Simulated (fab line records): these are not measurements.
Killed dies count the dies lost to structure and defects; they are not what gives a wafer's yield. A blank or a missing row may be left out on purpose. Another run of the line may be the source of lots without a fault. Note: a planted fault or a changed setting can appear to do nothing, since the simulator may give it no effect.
Matching of chambers + flow gf180mcu + GF_V2_CMP_26 on cmp-01 has 4 sister chambers
The step polishes, stops on SiO2, t overpolish 15 s, target thk 0 nm. 18 wafers are shown with their chamber, then 9 later ones without.

WAFERS WITH THEIR CHAMBER
| wafer  | chamber | edge_zone_pressure_frac | motor_current_A (A) | time_to_endpoint_s (s) |
|--------|---------|-------------------------|---------------------|------------------------|
| L224.1 | 3       | 0.991                   | 10.8                | 82                     |
| L224.5 | 0       | 0.999                   | 10.4                | 79                     |
| L224.6 | 3       | 1.004                   | 9.9                 | 84                     |
| L230.1 | 0       | 1.004                   | 10.9                | 85                     |
| L230.5 | 3       | 1.006                   | 10.9                | 82                     |
| L230.6 | 2       | 1.018                   | 10.3                | 79                     |
| L231.2 | 3       | 0.989                   | 10.5                | 79                     |
| L231.4 | 0       | 1.001                   | 10.2                | 82                     |
| L231.5 | 3       | 0.994                   | 10.7                | 78                     |
| L232.1 | 0       | 1.004                   | 10.1                | 82                     |
| L232.4 | 3       | 1.012                   | 10.6                | 80                     |
| L232.6 | 1       | 0.991                   | 11.7                | 79                     |
| L234.1 | 3       | 1.000                   | 10.8                | 78                     |
| L234.3 | 1       | 1.000                   | 12.3                | 82                     |
| L234.6 | 0       | 1.006                   | 10.7                | 83                     |
| L236.1 | 3       | 0.999                   | 10.9                | 80                     |
| L236.3 | 1       | 1.000                   | 11.1                | 84                     |
| L236.6 | 3       | 0.995                   | 11.0                | 84                     |

SIGNATURES (means of the wafers above)
| reading                 | chamber 0 | chamber 1 | chamber 2 | chamber 3 | scatter within a chamber |
|-------------------------|-----------|-----------|-----------|-----------|--------------------------|
| edge_zone_pressure_frac | 1.00280   | 0.99700   | 1.01800   | 0.99889   | 0.00617                  |
| motor_current_A         | 10.460    | 11.700    | 10.300    | 10.678    | 0.382                    |
| time_to_endpoint_s      | 82.20     | 81.67     | 79.00     | 80.78     | 2.31                     |
Rule: a wafer's distance from a chamber is the root of the sum, over the readings, of the square of ((its reading less the chamber's mean) divided by the reading's scatter). The wafer belongs to the nearest chamber; if the next one is less than 2 further off, it can't be placed. How the scatter is found: for the shown wafers, subtract from each reading the mean of its chamber, square and add these, divide the total by (wafers less chambers), then take the root.

WAFERS WITH NO CHAMBER GIVEN
| wafer  | edge_zone_pressure_frac | motor_current_A (A) | time_to_endpoint_s (s) |
|--------|-------------------------|---------------------|------------------------|
| L237.1 | 1.000                   | 10.7                | 79                     |
| L237.3 | 0.998                   | 10.5                | 83                     |
| L237.4 | 1.006                   | 11.7                | 86                     |
| L242.1 | 1.009                   | 12.1                | 81                     |
| L242.2 | 1.000                   | 10.8                | 81                     |
| L242.6 | 0.996                   | 12.0                | 83                     |
| L246.1 | 0.993                   | 10.9                | 81                     |
| L246.4 | 1.007                   | 10.5                | 80                     |
| L246.5 | 0.999                   | 10.0                | 79                     |

EACH ONE'S CHAMBER
| wafer  | from the rows above          | in truth |
|--------|------------------------------|----------|
| L237.1 | can't be placed: 3 or 0      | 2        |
| L237.3 | can't be placed: 0 or 3      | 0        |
| L237.4 | can't be placed: 1 or 0 or 3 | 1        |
| L242.1 | can't be placed: 1 or 3      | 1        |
| L242.2 | can't be placed: 3 or 0      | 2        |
| L242.6 | 1                            | 1        |
| L246.1 | can't be placed: 3 or 0 or 1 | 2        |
| L246.4 | can't be placed: 0 or 3 or 2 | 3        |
| L246.5 | can't be placed: 3 or 0 or 2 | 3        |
Correctly placed: 1 of 9. Not placeable from these rows: 8 (in 5, the candidates include the true chamber). Placed wrongly: 0.
